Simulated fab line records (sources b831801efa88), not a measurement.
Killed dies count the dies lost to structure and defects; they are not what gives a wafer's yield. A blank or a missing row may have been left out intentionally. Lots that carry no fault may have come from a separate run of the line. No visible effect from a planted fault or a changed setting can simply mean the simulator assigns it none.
Comparing a struck lot with a sound one || flow gf180mcu || 15 steps out of a route of 602
Sound: wafers L739.1, L739.2, L739.5. Struck: wafers L729.2, L729.3, L729.6. The cause is named last.
Order at every step that has rows: each side's tool, ch and its chambers, its first start. Under that, the readings that differ: sound wafers || struck wafers || difference of the means || sigmas: that difference in standard deviations of wafers without a fault.
alike: a reading whose means differ by less than 2 such deviations, as well as words and numbers matching on both sides. not compared: withheld readings; readings where some wafer has no value; bounds like >300 that might hide an equal value; numbers whose values overlap and for which the record gives no deviation.
The two part at a step that has a row with sigmas, a row that says differs or no value, or rows on one side only. Numbers that don't overlap but have no deviation are shown without sigmas and don't part them. A reading that every wafer of one side lacks parts them only if that side has two wafers or more.

GF_HV_LDD_STRIP_10: strips in O2/N2.
  sound on plasma_asher-01 ch 0,1, day 15 09:25; struck on plasma_asher-02 ch 0, day 12 04:43
  alike: drypump_motor_current_A, heater_power_w, n2_flow_sccm, oes_product_au, strip_time_to_endpoint_s
  not compared: rf_hours_counter_h
GF_HV_LDD_TW_MEAS_11:
  sound: film_metro-03 at day 15 09:31; struck: film_metro-01 at day 12 04:49
  alike: HV_LDD_TW
then, 7 steps without rows for these wafers: GF_HV_LDD_DEHYDRATE_12 (time 60 s); GF_HV_LDD_HMDS_13 (prime time 60 s); GF_HV_LDD_COAT_14 (resist thk 1000 nm); GF_HV_LDD_SOFTBAKE_15 (time 60 s); GF_HV_LDD_EXPOSE_16 (exposes mask Pplus LV AREA, target cd 400 nm); GF_HV_LDD_PEB_17; GF_HV_LDD_DEVELOP_18 (develop time 60 s).
GF_HV_LDD_CD_MEAS_19: target cd 400 nm.
  sound: cd_sem-01 at day 16 07:13; struck: cd_sem-02 at day 12 23:53
  alike: cd_nm
GF_HV_LDD_OVL_MEAS_20:
  sound: overlay-01 at day 16 07:20; struck: overlay-02 at day 13 00:00
  alike: HV_LDD_01_OVL
next, for these wafers, 1 step has no rows: GF_HV_LDD_IMPLANT_21.
GF_HV_LDD_STRIP_22: strips in O2/N2.
  sound on plasma_asher-01 ch 0,1, day 16 07:31; struck on plasma_asher-01 ch 0,1, day 13 00:11
{"reading": "oes_product_au (a.u.)", "sound": "0.721 0.716 0.712", "struck": "0.908 0.900 0.903", "difference": "+0.187", "sigmas": "+41"}
{"reading": "strip_time_to_endpoint_s (s)", "sound": "12.59 12.58 12.61", "struck": "- - -", "difference": "no value on the struck wafers", "sigmas": ""}
  alike: drypump_motor_current_A, heater_power_w, n2_flow_sccm
  not compared: rf_hours_counter_h
GF_HV_LDD_TW_MEAS_23:
  sound: film_metro-03 at day 16 07:37; struck: film_metro-03 at day 13 00:17
  alike: HV_LDD_2_TW
GF_PASSIVATION_PROBE_99:
  sound wafers here have rows in the record (prober-01, day 33 21:31); struck ones have none

== WHERE THEY PART ==
Last at GF_PASSIVATION_PROBE_99 as far as this record goes, first at GF_HV_LDD_STRIP_22.

WHY: what the simulator had put in
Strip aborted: plasma_asher-01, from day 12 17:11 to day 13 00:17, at GF_HV_LDD_STRIP_22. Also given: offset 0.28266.
